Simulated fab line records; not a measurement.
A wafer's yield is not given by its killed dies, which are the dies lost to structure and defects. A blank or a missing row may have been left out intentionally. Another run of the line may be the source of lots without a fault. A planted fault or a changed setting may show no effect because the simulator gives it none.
Which tool did it?	flow sky130	35 wafers from 12 lots sampled at 5 of the route's 708 steps

== WHAT THE GAUGES SHOWED, per wafer ==
SKY_NWELL_RS_MEAS_31: uses a four-point probe to measure. Usual: PWDE_RS gives 5268 ohm/sq (standard deviation 19).
lot	measured	on	PWDE_RS (ohm/sq)	flag
L258	day 5 10:45	film-metro-02	5263 5264 5246	
L262	day 6 07:20	film-metro-03	5257 5244 5267	
L263	day 6 19:59	film-metro-04	5281 5252 5270	
L265	day 7 06:52	film-metro-04	5294 5280 5287	
L266	day 7 17:14	film-metro-03	5247 5253 5264	
L267	day 7 19:30	film-metro-02	5275 5264 5279	
L268	day 7 22:44	film-metro-02	5262 5267 5266	
L274	day 9 07:40	film-metro-02	5257 5279	
L275	day 9 21:48	film-metro-02	5238 5248 5234	
L278	day 10 11:56	film-metro-03	5278 5254 5286	
L279	day 10 13:25	film-metro-03	5239 5238 5248	
L280	day 10 22:47	film-metro-02	5271 5287 5274	

SKY_VT_ADJUST_LVTN_OVL_MEAS_07. Usual: VT_ADJUST_LVTN_OVL gives 0.8 nm (standard deviation 1.3).
lot	measured	on	VT_ADJUST_LVTN_OVL (nm)	flag
L258	day 7 00:06	overlay-01	0.5 -0.5 -0.8	
L262	day 7 22:07	overlay-01	3.3 1.9 2.7	
L263	day 8 11:17	overlay-01	0.4 0.3 1.5	
L265	day 8 23:26	overlay-01	-0.7 -0.6 -2.1	
L266	day 9 11:16	overlay-01	1.8 2.4 -1.3	
L267	day 9 13:00	overlay-02	0.2 1.3 0.1	
L268	day 9 16:28	overlay-01	3.6 2.4 1.4	
L274	day 11 03:14	overlay-01	-1.0 0.9	
L275	day 11 19:01	overlay-01	1.2 1.1 0.1	
L278	day 12 09:49	overlay-02	1.6 2.0 1.4	
L279	day 12 12:05	overlay-01	4.4 3.6 1.4	
L280	day 13 00:14	overlay-01	-0.3 0.7 2.0	

SKY_VT_ADJUST_LVTN_TW_MEAS_10. Usual: VT_ADJUST_LVTN_TW gives 241 (standard deviation 3.1).
lot	measured	on	VT_ADJUST_LVTN_TW	flag
L258	day 7 00:24	film-metro-02	238 239 240	
L262	day 7 22:25	film-metro-01	245 245 244	
L263	day 8 11:34	film-metro-01	243 244 245	
L265	day 8 23:44	film-metro-02	236 237 238	
L266	day 9 11:34	film-metro-01	246 247 246	
L267	day 9 13:17	film-metro-01	247 246 247	
L268	day 9 16:46	film-metro-02	238 237 238	
L274	day 11 03:31	film-metro-02	238 239	
L275	day 11 19:18	film-metro-04	241 240 239	
L278	day 12 10:07	film-metro-01	245 245 246	
L279	day 12 12:23	film-metro-04	241 241 242	
L280	day 13 00:31	film-metro-02	238 239 238	

SKY_VIA4_THK_MEAS_01. Usual: VIA4_HDPCVD_THK gives 1755 nm (standard deviation 15).
lot	measured	on	VIA4_HDPCVD_THK (nm)	flag
L258	day 41 21:47	film-metro-02	1750 1753 1721	
L262	day 43 01:19	film-metro-02	1745 1753 1747	
L263	day 43 12:09	film-metro-02	1753 1763 1763	
L265	day 44 06:08	film-metro-02	1769 1778 1780	
L266	day 44 15:12	film-metro-02	1736 1738 1723	
L267	day 44 18:17	film-metro-02	1775 1754 1740	
L268	day 44 20:53	film-metro-02	1746 1754 1759	
L274	day 46 08:44	film-metro-01	1917 1896	OFF
L275	day 46 22:23	film-metro-03	1775 1907 1771	OFF
L278	day 47 10:27	film-metro-01	1755 1741 1754	
L279	day 47 13:01	film-metro-03	1769 1747 1737	
L280	day 47 18:03	film-metro-02	1743 1757 1768	

== WHAT TOOL EACH LOT RAN ON (gives the tool, then ch and the chambers of the sampled wafers, and finally the start) ==
lot	SKY_VIA4_HDPCVD_00
L258	hdpcvd-01 ch 0,1,2, day 41 21:40
L262	hdpcvd-01 ch 1,2, day 43 01:08
L263	hdpcvd-02 ch 1,2, day 43 11:58
L265	hdpcvd-01 ch 0,1,2, day 44 06:01
L266	hdpcvd-02 ch 0,1,2, day 44 15:01
L267	hdpcvd-01 ch 0,1, day 44 18:05
L268	hdpcvd-02 ch 1,2, day 44 20:42
L274	hdpcvd-02 ch 1, day 46 08:33
L275	hdpcvd-02 ch 0,1,2, day 46 22:12
L278	hdpcvd-01 ch 0,2, day 47 10:15
L279	hdpcvd-01 ch 0,1,2, day 47 12:54
L280	hdpcvd-01 ch 0,1,2, day 47 17:52
- SKY_VIA4_HDPCVD_00: deposits SiO2, target thk 1750 nm, time 291.7 s.

== AS READ BY THE TOOLS THEMSELVES (means over the sampled wafers that have a number; for cases with no such wafer, the mark the record gives instead) ==
SKY_VIA4_HDPCVD_00. Usual: run-length-s 319.6 s, standard deviation 0.53; sih4-flow-sccm 59.99 sccm, standard deviation 0.17.
lot	tool	run-length-s (s)	sih4-flow-sccm (sccm)	flag
L258	hdpcvd-01	320.0	59.99	
L262	hdpcvd-01	319.6	60.05	
L263	hdpcvd-02	319.9	60.03	
L265	hdpcvd-01	319.7	60.03	
L266	hdpcvd-02	319.7	59.85	
L267	hdpcvd-01	319.5	60.09	
L268	hdpcvd-02	319.7	59.96	
L274	hdpcvd-02	342.1	60.12	OFF
L275	hdpcvd-02	326.8	60.00	OFF
L278	hdpcvd-01	320.1	60.25	
L279	hdpcvd-01	319.8	59.93	
L280	hdpcvd-01	319.7	59.94	

== THE ANSWER, worked out from the rows above alone ==
Rule: a lot is off if the mean of its wafers that have a number lies more than 3 standard deviations from the usual mean. A lot without any number at a reading at which 4 lots or more have one is off too. The other lots that the step has rows for count as sound. After the gauges, taken in route order, come the tools' own readings; for these a lot's mean is taken, as printed above. At the first step where some lot is off, the reading lying furthest off is the one used; lots without a number count as furthest.
Off: L274, L275, seen at SKY_VIA4_THK_MEAS_01 (VIA4_HDPCVD_THK).
A tool fits if, at a process step before that reading, it ran every lot that is off, and no sound lot after the first of them. Not tried: the gauges at SKY_VIA4_THK_MEAS_01; whatever is off there is also off at SKY_VIA4_HDPCVD_00, on other tools, and gauge error can't account for it. One fits: hdpcvd-02 at SKY_VIA4_HDPCVD_00. A fault onset in the window from L268 (day 44 20:42, its last sound lot) to L274 (day 46 08:33, its first lot off) fits.
On the lots that are off, the tool's own readings at SKY_VIA4_HDPCVD_00 differ by more than 5 times the standard deviation of the sound lots' means, which bears it out; run-length-s reads 334.5 s there versus 319.8 s on the sound lots.

== WHAT THE SIMULATOR HAD PUT IN ==
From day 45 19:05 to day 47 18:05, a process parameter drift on hdpcvd-02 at SKY_VIA4_HDPCVD_00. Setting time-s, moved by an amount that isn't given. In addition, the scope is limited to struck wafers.
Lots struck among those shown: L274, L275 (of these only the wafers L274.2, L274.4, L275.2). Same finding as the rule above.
